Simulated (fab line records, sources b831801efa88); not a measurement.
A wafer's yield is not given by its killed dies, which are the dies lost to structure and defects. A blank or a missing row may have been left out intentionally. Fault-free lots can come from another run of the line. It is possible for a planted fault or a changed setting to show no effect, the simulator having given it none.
fab line records    flow sfq-line
record lots=7  wafers=21  last-day=90
route steps=325 shown L0V@17 M0@28 I0@43 M1@58 M8@325
lots untouched by any fault: they come from a run of this same line in which no faults occurred
start-h: hours from the record's opening day to when the first of the lot's shown wafers began    wait-h: time in hours since the lot's previous step    " as in the row above    L1.1+2: a row that stands for several wafers    - no value, or no start was given    * or withheld: withheld    < > ~ a bound
route shown NAME@n: NAME is a module with steps in the file, n the number in the route of the first one    usual: average and standard deviation across the fault-free wafers    same: alike in all rows    chamber/n: place in a boat    sites: per-site readings    _std_site: standard deviation of those values    _edge_site: outer sites' mean less inner sites'    radius-mm: how far each site lies from the wafer's centre    mask NAME#n: copy n    behind: the most recent tool/chamber to have shaped the wafer    hold: what put the lot on hold/how long, in hours/how the hold closed    device: transistor that didn't switch, given as n, p or np    end of line: tests of these same wafers at the route's end    for a step that has no rows: nothing shown but its recipe    killed: dies that structure and defects cost at the first sort, which is not the same as the wafer's yield    map: per-die view of a wafer (x killed, . not killed, _ where there is no die)
set.NAME: the setting the step ran with; set.NAME@STEP: the setting that earlier step ran with    model.NAME: the simulator's own value behind a step, which no gauge read
certain route steps with their lots: each step a table, each wafer a row
services: from which hour (start-h, from the record's first day; less than 0 if before it) a tool's chamber was out of use, for how many hours, and why
## steps
# step SFQ_TRILAYER_L0_VIA_LITHO_COAT_018
# recipe resist=BARC  spin-rpm=3000  resist-thk-nm=62
# step SFQ_TRILAYER_L0_VIA_LITHO_COAT_013
# recipe resist=KrF  spin-rpm=3000  resist-thk-nm=650
# step SFQ_TRILAYER_L0_VIA_LITHO_SOFTBAKE_017
# recipe temp-c=withheld  time-s=withheld  resist=KrF
# step SFQ_TRILAYER_L0_VIA_LITHO_EXPOSE_014
# recipe mask-id=L0V  na=0.6  source-shape=conventional  sigma-outer=0.65  target-cd-nm=700  dose-mj=21.3
# step SFQ_TRILAYER_L0_VIA_LITHO_PEB_016
# recipe peb-temp-c=115  peb-time-s=60  resist=KrF
# step SFQ_TRILAYER_L0_VIA_LITHO_DEVELOP_015
# recipe time-s=60  resist=KrF
# step SFQ_L0V_OVL_MEAS_903
# usual L0V_OVL=1/6.4
lot.wafer  tool        chamber  start-h  wait-h  L0V_OVL[nm]
L604.2     overlay-02  -        212.25   0.1     6
L604.3     "           -        "        "       3
L604.4     "           -        "        "       4
L605.2     overlay-01  -        217.05   0.1     -6
L605.3     "           -        "        "       -6
L605.6     "           -        "        "       5
L607.1     overlay-01  -        229.05   0.1     -5
L607.3     "           -        "        "       -5
L607.5     "           -        "        "       3
L614.1     overlay-02  -        281.29   0.1     2
L614.2     "           -        "        "       0
L614.3     "           -        "        "       -2
L615.1     overlay-02  -        288.49   0.1     -5
L615.3     "           -        "        "       -2
L615.5     "           -        "        "       -2
L618.2     overlay-01  -        320.30   0.1     4
L618.3     "           -        "        "       -3
L618.5     "           -        "        "       4
L620.1     overlay-01  -        329.89   0.1     -13
L620.3     "           -        "        "       -11
L620.6     "           -        "        "       -18
# step SFQ_TRILAYER_L0_VIA_BARC_OPEN_VIA_ETCH_021
# recipe mask-material=PR  chemistry=O2  target-depth-nm=125  target=BARC  source-w=500  bias-w=80  pressure-mtorr=30  time-s=41.7
# step SFQ_TRILAYER_L0_VIA_ETCH_VIA_ETCH_016
# recipe target=SiO2  stop-on=MoNx_KI  mask-material=PR  chemistry=CHF3  target-depth-nm=80  source-w=500  bias-w=80  pressure-mtorr=30  time-s=withheld
# usual drypump-motor-current-A=5.7/0.36  oes-product-au=0.842/0.0078
lot.wafer  tool         chamber  start-h  wait-h  drypump-motor-current-A  oes-product-au
L604.2     rie-diel-04  2        212.32   0.0     6.0                      0.847
L604.3     "            3        "        "       6.3                      0.843
L604.4     "            3        "        "       6.2                      0.856
L605.2     rie-diel-02  1        217.12   0.0     4.9                      0.834
L605.3     "            2        "        "       5.8                      0.835
L605.6     "            2        "        "       5.8                      0.839
L607.1     rie-diel-03  3        229.12   0.0     5.3                      0.830
L607.3     "            0        "        "       5.3                      0.835
L607.5     "            0        "        "       5.3                      0.845
L614.1     rie-diel-03  3        281.37   0.0     5.3                      0.828
L614.2     "            1        "        "       5.7                      0.848
L614.3     "            2        "        "       6.2                      0.834
L615.1     rie-diel-04  3        288.57   0.0     6.2                      0.839
L615.3     "            1        "        "       5.7                      0.835
L615.5     "            3        "        "       6.2                      0.853
L618.2     rie-diel-03  1        320.37   0.0     5.7                      0.835
L618.3     "            3        "        "       5.3                      0.834
L618.5     "            2        "        "       6.2                      0.835
L620.1     rie-diel-03  3        329.97   0.0     5.4                      0.839
L620.3     "            1        "        "       5.7                      0.829
L620.6     "            2        "        "       6.2                      0.838
# step SFQ_TRILAYER_L0_VIA_STRIP_STRIP_017
# recipe gas=O2  power-w=200  platen-temp-c=40  overash-fraction=0.65  chemistry=O2  pressure-mtorr=50
# usual drypump-motor-current-A=5.6/0.59  he-backside-leak-sccm=3.52/0.23  oes-product-au=1.001/0.0083
# same overash-fraction=0.65
lot.wafer  tool          chamber  start-h  wait-h  drypump-motor-current-A  he-backside-leak-sccm  oes-product-au  rf-hours-counter-h
L604.2     rie-metal-03  0        212.37   -       5.1                      3.39                   1.004           130
L604.3     "             1        "        "       5.2                      3.43                   1.002           -
L604.4     "             0        "        "       5.1                      3.50                   0.998           -
L605.2     rie-metal-04  1        217.17   -       5.9                      3.86                   1.003           174
L605.3     "             1        "        "       5.9                      3.78                   1.013           -
L605.6     "             0        "        "       5.7                      3.78                   1.002           -
L607.1     rie-metal-01  0        229.17   -       5.1                      3.59                   0.998           135
L607.3     "             0        "        "       5.1                      3.60                   1.005           -
L607.5     "             0        "        "       5.1                      3.59                   1.008           -
L614.1     rie-metal-04  1        281.41   -       5.8                      3.30                   1.005           3
L614.2     "             0        "        "       5.7                      3.75                   1.013           115
L614.3     "             1        "        "       5.9                      3.47                   0.999           -
L615.1     rie-metal-03  1        288.61   -       5.2                      3.44                   1.001           121
L615.3     "             1        "        "       5.3                      3.68                   1.000           -
L615.5     "             1        "        "       5.2                      3.51                   1.009           -
L618.2     rie-metal-01  1        320.42   -       6.6                      3.22                   0.993           115
L618.3     "             1        "        "       6.6                      3.30                   0.996           -
L618.5     "             0        "        "       5.1                      3.58                   1.012           -
L620.1     rie-metal-01  0        330.02   -       5.1                      3.47                   1.009           149
L620.3     "             1        "        "       6.6                      3.07                   0.989           -
L620.6     "             1        "        "       6.6                      3.15                   0.991           -
# step SFQ_TRILAYER_L0_VIA_STRIP_SOLV_CLEAN_018
# recipe chemistry=NMP  temp-c=70  time-s=600
# step SFQ_TRILAYER_M0_DEP_PRE_CLEAN_020
# recipe gas=Ar  time-s=15  bias-v=250
# step SFQ_TRILAYER_M0_DEP_SPUTTER_019
# recipe material=Nb  base-pressure-pa=1.33e-06  chamber-pressure-pa=0.1333  substrate-temp-c=20  resputter-cathode-voltage-v=400  target-thk-nm=200  power-w=2000  time-s=133.3
# usual cathode-dc-power-W=2000.0/0.34  throttle-valve-pct=30.6/1.1
lot.wafer  tool            chamber  start-h  wait-h  cathode-dc-power-W  throttle-valve-pct  model.Nb_of_TRILAYER_M0_DEP_SPUTTER_019.thk-nm
L604.2     pvd-sputter-06  -        213.17   0.0     2219.4              29.1                223.9
L604.3     "               -        "        "       2220.0              32.1                222.8
L604.4     "               -        "        "       2220.5              30.2                224.2
L605.2     pvd-sputter-06  -        217.97   0.0     2219.5              32.0                224.5
L605.3     "               -        "        "       2219.9              29.3                224.6
L605.6     "               -        "        "       2219.6              32.0                225
L607.1     pvd-sputter-06  -        229.97   0.0     2219.8              31.5                220.6
L607.3     "               -        "        "       2219.6              32.1                223.8
L607.5     "               -        "        "       2219.8              29.3                224.1
L614.1     pvd-sputter-05  -        282.21   0.0     1999.8              30.0                199.3
L614.2     "               -        "        "       2000.0              31.5                199.5
L614.3     "               -        "        "       1999.7              29.9                197.6
L615.1     pvd-sputter-05  -        289.41   0.0     2000.5              30.3                200.4
L615.3     "               -        "        "       2000.3              31.2                200.2
L615.5     "               -        "        "       2000.3              30.4                201.1
L618.2     pvd-sputter-06  -        321.23   0.0     2000.4              30.3                201.2
L618.3     "               -        "        "       2000.3              31.2                200.9
L618.5     "               -        "        "       1999.8              31.5                200.5
L620.1     pvd-sputter-05  -        330.82   0.0     2000.4              29.8                200.2
L620.3     "               -        "        "       2000.4              29.8                200
L620.6     "               -        "        "       1999.9              31.2                202.4
# step SFQ_M0_RS_MEAS_904
# recipe thk-meas-gauge=four-point-probe  reads=Nb_of_TRILAYER_M0_DEP_SPUTTER_019
# usual M0_NB_RS=0.885/0.009
lot.wafer  tool           chamber  start-h  wait-h  M0_NB_RS[ohm/sq]
L604.2     film-metro-03  -        213.28   0.1     0.796
L604.3     "              -        "        "       0.800
L604.4     "              -        "        "       0.795
L605.2     film-metro-02  -        218.08   0.1     0.789
L605.3     "              -        "        "       0.788
L605.6     "              -        "        "       0.785
L607.1     film-metro-02  -        230.06   0.0     0.803
L607.3     "              -        "        "       0.792
L607.5     "              -        "        "       0.792
L614.1     film-metro-04  -        282.30   0.0     0.895
L614.2     "              -        "        "       0.895
L614.3     "              -        "        "       0.901
L615.1     film-metro-03  -        289.50   0.0     0.890
L615.3     "              -        "        "       0.891
L615.5     "              -        "        "       0.887
L618.2     film-metro-04  -        321.34   0.1     0.885
L618.3     "              -        "        "       0.886
L618.5     "              -        "        "       0.889
L620.1     film-metro-03  -        330.91   0.0     0.889
L620.3     "              -        "        "       0.890
L620.6     "              -        "        "       0.882
# step SFQ_TRILAYER_M0_LITHO_COAT_026
# recipe resist=BARC  spin-rpm=3000  resist-thk-nm=62
# step SFQ_TRILAYER_M0_LITHO_COAT_021
# recipe resist=KrF  spin-rpm=3000  resist-thk-nm=600
# step SFQ_TRILAYER_M0_LITHO_SOFTBAKE_025
# recipe temp-c=withheld  time-s=withheld  resist=KrF
# step SFQ_TRILAYER_M0_LITHO_EXPOSE_022
# recipe mask-id=M0  na=0.6  source-shape=conventional  sigma-outer=0.65  target-cd-nm=500  dose-mj=14.4
# step SFQ_TRILAYER_M0_LITHO_PEB_024
# recipe peb-temp-c=115  peb-time-s=60  resist=KrF
# step SFQ_TRILAYER_M0_LITHO_DEVELOP_023
# recipe time-s=60  resist=KrF
# step SFQ_M0_OVL_MEAS_906
# usual M0_OVL=2/6.2
lot.wafer  tool        chamber  start-h  wait-h  M0_OVL[nm]
L604.2     overlay-02  -        218.46   0.1     5
L604.3     "           -        "        "       8
L604.4     "           -        "        "       2
L605.2     overlay-01  -        220.86   0.1     7
L605.3     "           -        "        "       9
L605.6     "           -        "        "       0
L607.1     overlay-02  -        236.72   0.1     17
L607.3     "           -        "        "       10
L607.5     "           -        "        "       7
L614.1     overlay-02  -        284.73   0.1     13
L614.2     "           -        "        "       11
L614.3     "           -        "        "       5
L615.1     overlay-01  -        292.38   0.1     3
L615.3     "           -        "        "       0
L615.5     "           -        "        "       12
L618.2     overlay-01  -        431.29   0.1     4
L618.3     "           -        "        "       10
L618.5     "           -        "        "       2
L620.1     overlay-01  -        446.89   0.1     -3
L620.3     "           -        "        "       -1
L620.6     "           -        "        "       0
# step SFQ_TRILAYER_M0_BARC_OPEN_METAL_ETCH_031
# recipe mask-material=PR  chemistry=O2  target-depth-nm=125  target=BARC  icp-w=600  bias-w=80  pressure-mtorr=10  time-s=41.7
# usual drypump-motor-current-A=5.5/0.32  he-backside-leak-sccm=3.6/0.41  oes-product-au=0.686/0.0042
lot.wafer  tool          chamber  start-h  wait-h  drypump-motor-current-A  he-backside-leak-sccm  oes-product-au  rf-hours-counter-h
L604.2     rie-metal-04  0        218.49   0.0     5.7                      3.5                    0.688           104
L604.3     "             0        "        "       5.7                      3.6                    0.683           -
L604.4     "             1        "        "       5.8                      3.7                    0.683           -
L605.2     rie-metal-03  1        220.89   0.0     5.3                      3.6                    0.682           112
L605.3     "             0        "        "       5.1                      3.4                    0.688           -
L605.6     "             0        "        "       5.1                      3.7                    0.691           -
L607.1     rie-metal-04  1        236.76   0.0     5.8                      3.6                    0.691           177
L607.3     "             0        "        "       5.7                      3.8                    0.693           -
L607.5     "             0        "        "       5.7                      3.8                    0.682           -
L614.1     rie-metal-02  1        284.77   0.0     5.7                      6.3                    0.681           114
L614.2     "             0        "        "       5.0                      3.5                    0.685           162
L614.3     "             1        "        "       5.7                      3.4                    0.679           -
L615.1     rie-metal-02  0        292.41   0.0     5.0                      3.4                    0.687           163
L615.3     "             1        "        "       5.7                      3.6                    0.691           -
L615.5     "             1        "        "       5.7                      3.6                    0.697           -
L618.2     rie-metal-04  0        431.32   0.0     5.7                      3.6                    0.687           134
L618.3     "             1        "        "       5.9                      3.5                    0.693           -
L618.5     "             0        "        "       5.7                      3.6                    0.683           -
L620.1     rie-metal-03  1        446.92   0.0     5.3                      3.6                    0.687           146
L620.3     "             0        "        "       5.1                      3.8                    0.681           -
L620.6     "             1        "        "       5.3                      3.6                    0.680           -
# step SFQ_TRILAYER_M0_ETCH_METAL_ETCH_024
# recipe target=Nb  stop-on=SiO2  mask-material=PR  chemistry=Cl2/Ar  target-depth-nm=240  icp-w=600  bias-w=80  pressure-mtorr=10  time-s=120
# usual drypump-motor-current-A=5.5/0.32  he-backside-leak-sccm=3.6/0.3  oes-product-au=0.896/0.0075
lot.wafer  tool          chamber  start-h  wait-h  drypump-motor-current-A  he-backside-leak-sccm  oes-product-au  rf-hours-counter-h
L604.2     rie-metal-04  0        218.55   0.0     5.7                      3.9                    0.948           104
L604.3     "             0        "        "       5.7                      3.8                    0.955           -
L604.4     "             1        "        "       5.9                      3.7                    0.962           -
L605.2     rie-metal-03  1        220.95   0.0     5.2                      3.4                    0.959           112
L605.3     "             0        "        "       5.1                      3.7                    0.958           -
L605.6     "             0        "        "       5.1                      3.6                    0.958           -
L607.1     rie-metal-04  1        236.82   0.0     5.9                      3.7                    0.936           177
L607.3     "             0        "        "       5.7                      3.8                    0.958           -
L607.5     "             0        "        "       5.7                      3.6                    0.959           -
L614.1     rie-metal-02  1        284.83   0.0     5.8                      3.4                    0.892           114
L614.2     "             0        "        "       5.0                      3.5                    0.890           162
L614.3     "             1        "        "       5.7                      3.5                    0.888           -
L615.1     rie-metal-02  0        292.47   0.0     5.0                      3.5                    0.896           163
L615.3     "             1        "        "       5.7                      3.6                    0.899           -
L615.5     "             1        "        "       5.7                      3.7                    0.901           -
L618.2     rie-metal-04  0        431.38   0.0     5.7                      3.9                    0.896           134
L618.3     "             1        "        "       5.9                      3.5                    0.887           -
L618.5     "             0        "        "       5.7                      3.7                    0.899           -
L620.1     rie-metal-03  1        446.98   0.0     5.3                      3.7                    0.895           146
L620.3     "             0        "        "       5.1                      3.9                    0.892           -
L620.6     "             1        "        "       5.3                      3.7                    0.912           -
# step SFQ_TRILAYER_M0_STRIP_STRIP_025
# recipe gas=O2  power-w=200  platen-temp-c=40  overash-fraction=0.65  chemistry=O2  pressure-mtorr=50
# usual drypump-motor-current-A=5.5/0.33  he-backside-leak-sccm=3.6/0.34  oes-product-au=1.000/0.0076
# same overash-fraction=0.65
lot.wafer  tool          chamber  start-h  wait-h  drypump-motor-current-A  he-backside-leak-sccm  oes-product-au  rf-hours-counter-h
L604.2     rie-metal-04  0        218.67   0.1     5.7                      3.5                    1.005           104
L604.3     "             0        "        "       5.7                      3.7                    1.003           -
L604.4     "             1        "        "       5.9                      3.6                    1.014           -
L605.2     rie-metal-03  1        221.07   0.1     5.3                      3.7                    1.002           112
L605.3     "             0        "        "       5.1                      3.7                    1.002           -
L605.6     "             0        "        "       5.1                      4.0                    1.004           -
L607.1     rie-metal-04  1        236.94   0.1     5.9                      3.7                    0.998           177
L607.3     "             0        "        "       5.7                      3.6                    1.004           -
L607.5     "             0        "        "       5.7                      3.7                    0.990           -
L614.1     rie-metal-02  1        284.95   0.1     5.7                      3.7                    0.990           114
L614.2     "             0        "        "       5.0                      3.3                    1.006           162
L614.3     "             1        "        "       5.7                      3.4                    0.989           -
L615.1     rie-metal-02  0        292.60   0.1     5.0                      3.5                    1.006           163
L615.3     "             1        "        "       5.7                      3.5                    0.991           -
L615.5     "             1        "        "       5.7                      3.5                    0.993           -
L618.2     rie-metal-04  0        431.51   0.1     5.7                      3.7                    1.021           135
L618.3     "             1        "        "       5.9                      3.5                    1.001           -
L618.5     "             0        "        "       5.7                      3.9                    1.011           -
L620.1     rie-metal-03  1        447.11   0.1     5.3                      3.7                    0.996           147
L620.3     "             0        "        "       5.1                      3.7                    1.009           -
L620.6     "             1        "        "       5.2                      3.6                    0.992           -
# step SFQ_TRILAYER_M0_STRIP_SOLV_CLEAN_026
# recipe chemistry=NMP  temp-c=70  time-s=600
# step SFQ_TRILAYER_I0_DEP_PECVD_027
# recipe material=SiO2  temp-c=150  time-s=111.11  pressure-torr=2.4  rf-w=183.3  precursor=SiH4/N2O  target-thk-nm=500
# step SFQ_TRILAYER_I0_CMP_CMP_028
# recipe material=SiO2  down-force-psi=3  platen-rpm=60  pad-velocity-m-s=0.94248
# step SFQ_I0_BOW_MEAS_907
# recipe mode=bow
# usual I0_BOW=1/7.1
lot.wafer  tool           chamber  start-h  wait-h  I0_BOW[um]
L604.2     film-metro-02  -        227.57   2.0     -4
L604.3     "              -        "        "       -3
L604.4     "              -        "        "       -2
L605.2     film-metro-03  -        228.40   2.0     9
L605.3     "              -        "        "       13
L605.6     "              -        "        "       2
L607.1     film-metro-01  -        244.38   1.0     4
L607.3     "              -        "        "       -7
L607.5     "              -        "        "       5
L614.1     film-metro-01  -        289.39   2.0     5
L614.2     "              -        "        "       12
L614.3     "              -        "        "       6
L615.1     film-metro-02  -        296.49   1.5     4
L615.3     "              -        "        "       -6
L615.5     "              -        "        "       5
L618.2     film-metro-03  -        438.08   1.5     5
L618.3     "              -        "        "       -3
L618.5     "              -        "        "       -8
L620.1     film-metro-03  -        453.06   1.5     -5
L620.3     "              -        "        "       -2
L620.6     "              -        "        "       -8
# step SFQ_TRILAYER_I0_METRO_MEASURE_029
# usual thk-nm=199.2/1.2
lot.wafer  tool           chamber  start-h  wait-h  thk-nm
L604.2     film-metro-02  -        227.87   0.3     198.2
L604.3     "              -        "        "       197.7
L604.4     "              -        "        "       196.9
L605.2     film-metro-03  -        228.70   0.3     200.6
L605.3     "              -        "        "       198.3
L605.6     "              -        "        "       199.4
L607.1     film-metro-01  -        244.50   0.1     200.3
L607.3     "              -        "        "       199.9
L607.5     "              -        "        "       198.9
L614.1     film-metro-01  -        289.51   0.1     198.4
L614.2     "              -        "        "       199.0
L614.3     "              -        "        "       200.6
L615.1     film-metro-02  -        296.61   0.1     199.1
L615.3     "              -        "        "       200.8
L615.5     "              -        "        "       198.9
L618.2     film-metro-03  -        438.38   0.3     200.8
L618.3     "              -        "        "       199.2
L618.5     "              -        "        "       198.0
L620.1     film-metro-03  -        453.18   0.1     200.0
L620.3     "              -        "        "       200.1
L620.6     "              -        "        "       199.8
# step SFQ_TRILAYER_I0_VIA_LITHO_COAT_036
# recipe resist=BARC  spin-rpm=3000  resist-thk-nm=62
# step SFQ_TRILAYER_I0_VIA_LITHO_COAT_031
# recipe resist=KrF  spin-rpm=3000  resist-thk-nm=650
# step SFQ_TRILAYER_I0_VIA_LITHO_SOFTBAKE_035
# recipe temp-c=withheld  time-s=withheld  resist=KrF
# step SFQ_TRILAYER_I0_VIA_LITHO_EXPOSE_032
# recipe mask-id=I0  na=0.6  source-shape=conventional  sigma-outer=0.65  target-cd-nm=500  dose-mj=21.3
# step SFQ_TRILAYER_I0_VIA_LITHO_PEB_034
# recipe peb-temp-c=115  peb-time-s=60  resist=KrF
# step SFQ_TRILAYER_I0_VIA_LITHO_DEVELOP_033
# recipe time-s=60  resist=KrF
# step SFQ_I0_OVL_MEAS_908
# usual I0_OVL=1/5.2
lot.wafer  tool        chamber  start-h  wait-h  I0_OVL[nm]
L604.2     overlay-01  -        339.50   0.1     -1
L604.3     "           -        "        "       1
L604.4     "           -        "        "       0
L605.2     overlay-01  -        340.70   0.1     8
L605.3     "           -        "        "       6
L605.6     "           -        "        "       7
L607.1     overlay-01  -        362.29   0.1     0
L607.3     "           -        "        "       6
L607.5     "           -        "        "       0
L614.1     overlay-02  -        402.49   0.1     5
L614.2     "           -        "        "       7
L614.3     "           -        "        "       -2
L615.1     overlay-01  -        408.49   0.1     -5
L615.3     "           -        "        "       -1
L615.5     "           -        "        "       -3
L618.2     overlay-02  -        442.06   0.1     10
L618.3     "           -        "        "       7
L618.5     "           -        "        "       12
L620.1     overlay-01  -        458.65   0.1     3
L620.3     "           -        "        "       -6
L620.6     "           -        "        "       -1
# step SFQ_TRILAYER_I0_VIA_BARC_OPEN_VIA_ETCH_046
# recipe mask-material=PR  chemistry=O2  target-depth-nm=125  target=BARC  source-w=500  bias-w=80  pressure-mtorr=30  time-s=41.7
# step SFQ_TRILAYER_I0_VIA_ETCH_VIA_ETCH_034
# recipe target=SiO2  stop-on=Nb  mask-material=PR  taper-deg=20  chemistry=CHF3  target-depth-nm=260  source-w=500  bias-w=80  pressure-mtorr=30  time-s=withheld
# step SFQ_TRILAYER_I0_VIA_STRIP_STRIP_035
# recipe gas=O2  power-w=200  platen-temp-c=40  overash-fraction=0.65  chemistry=O2  pressure-mtorr=50
# step SFQ_TRILAYER_I0_VIA_STRIP_SOLV_CLEAN_036
# recipe chemistry=NMP  temp-c=70  time-s=600
# step SFQ_TRILAYER_M1_DEP_PRE_CLEAN_038
# recipe gas=Ar  time-s=22.5  bias-v=250
# step SFQ_M8_BOW_MEAS_951
# recipe mode=bow
# usual M8_BOW=6/12
lot.wafer  tool           chamber  start-h  wait-h  M8_BOW[um]  model.etest.m0.ohm-um  model.etest.m0.ohm-sq  model.etest.i0.link-ohm
L604.2     film-metro-02  -        1843.13  0.0     -10         1.593                  0.7951                 1.868
L604.3     "              -        "        "       -8          1.598                  0.7988                 1.876
L604.4     "              -        "        "       -8          1.591                  0.7939                 1.861
L605.2     film-metro-02  -        1844.33  0.0     11          1.591                  0.7928                 1.869
L605.3     "              -        "        "       16          1.589                  0.7926                 1.877
L605.6     "              -        "        "       5           1.575                  0.7911                 1.875
L607.1     film-metro-03  -        1846.71  0.0     10          1.616                  0.8069                 1.899
L607.3     "              -        "        "       -1          1.59                   0.7953                 1.878
L607.5     "              -        "        "       11          1.593                  0.7942                 1.879
L614.1     film-metro-02  -        2079.08  0.0     2           1.771                  0.8932                 1.955
L614.2     "              -        "        "       7           1.785                  0.8923                 1.95
L614.3     "              -        "        "       2           1.792                  0.901                  1.973
L615.1     film-metro-03  -        2082.68  0.0     3           1.783                  0.888                  1.97
L615.3     "              -        "        "       -6          1.775                  0.8893                 1.965
L615.5     "              -        "        "       6           1.766                  0.885                  1.962
L618.2     film-metro-03  -        2149.37  0.0     23          1.77                   0.8845                 1.947
L618.3     "              -        "        "       17          1.779                  0.8859                 1.954
L618.5     "              -        "        "       12          1.782                  0.8876                 1.944
L620.1     film-metro-03  -        2157.73  0.0     0           1.786                  0.8891                 1.955
L620.3     "              -        "        "       3           1.778                  0.8899                 1.961
L620.6     "              -        "        "       -3          1.763                  0.8792                 1.962
## services
tool            chamber  start-h  hours  kind
rie-metal-04    -        194.26   2.8    pm
rie-diel-04     1        211.33   4.6    repair
film-metro-01   -        211.38   3.2    repair
film-metro-01   -        216.25   3.2    pm
film-metro-03   -        224.15   0.5    pm
film-metro-01   -        235.70   0.7    pm
rie-diel-03     3        236.02   2.0    repair
film-metro-01   -        236.37   1.0    pm
rie-diel-04     3        250.33   1.7    repair
rie-diel-03     3        261.07   8.6    repair
pvd-sputter-06  -        286.62   2.4    repair
pvd-sputter-05  -        295.54   18.7   repair
rie-diel-03     -        344.23   2.8    pm
pvd-sputter-05  -        348.07   1.8    repair
rie-metal-02    -        371.76   4.3    pm
rie-diel-03     2        375.91   10.8   repair
rie-diel-03     3        385.15   20.4   repair
film-metro-03   -        395.65   2.0    pm
rie-metal-04    -        409.28   1.4    pm
film-metro-03   -        414.44   1.1    pm
rie-metal-03    -        422.78   2.8    pm
pvd-sputter-06  -        423.34   35.6   repair
pvd-sputter-05  -        425.31   16.8   repair
rie-diel-03     -        430.49   0.2    repair
## key
first-sign step=SFQ_TRILAYER_M0_DEP_SPUTTER_019  reading=cathode-dc-power-W  direction=up  sigmas=99+  usual=2000.0  struck=2219.8
effect step=SFQ_M0_RS_MEAS_904  reading=M0_NB_RS  direction=down  sigmas=10  usual=0.885  struck=0.793
effect step=SFQ_TRILAYER_M0_ETCH_METAL_ETCH_024  reading=oes-product-au  direction=up  sigmas=7.8  usual=0.896  struck=0.955
model-effect step=SFQ_TRILAYER_M0_DEP_SPUTTER_019  value=Nb_of_TRILAYER_M0_DEP_SPUTTER_019.thk-nm  without=201.8  struck=223.7
model-effect step=SFQ_M8_BOW_MEAS_951  value=etest.m0.ohm-um  without=1.766  struck=1.593
met-at SFQ_TRILAYER_M0_DEP_SPUTTER_019
struck-wafers L604.2,L604.3,L604.4,L605.2,L605.3,L605.6,L607.1,L607.3,L607.5
fault kind=process-parameter-drift  tool=pvd-sputter-06  chamber=-  onset-h=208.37  steps=SFQ_TRILAYER_M0_DEP_SPUTTER_019  channel=power-w  offset=219.66  shape=step  end-h=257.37  acts-in=these-recipes-only  stated=2000
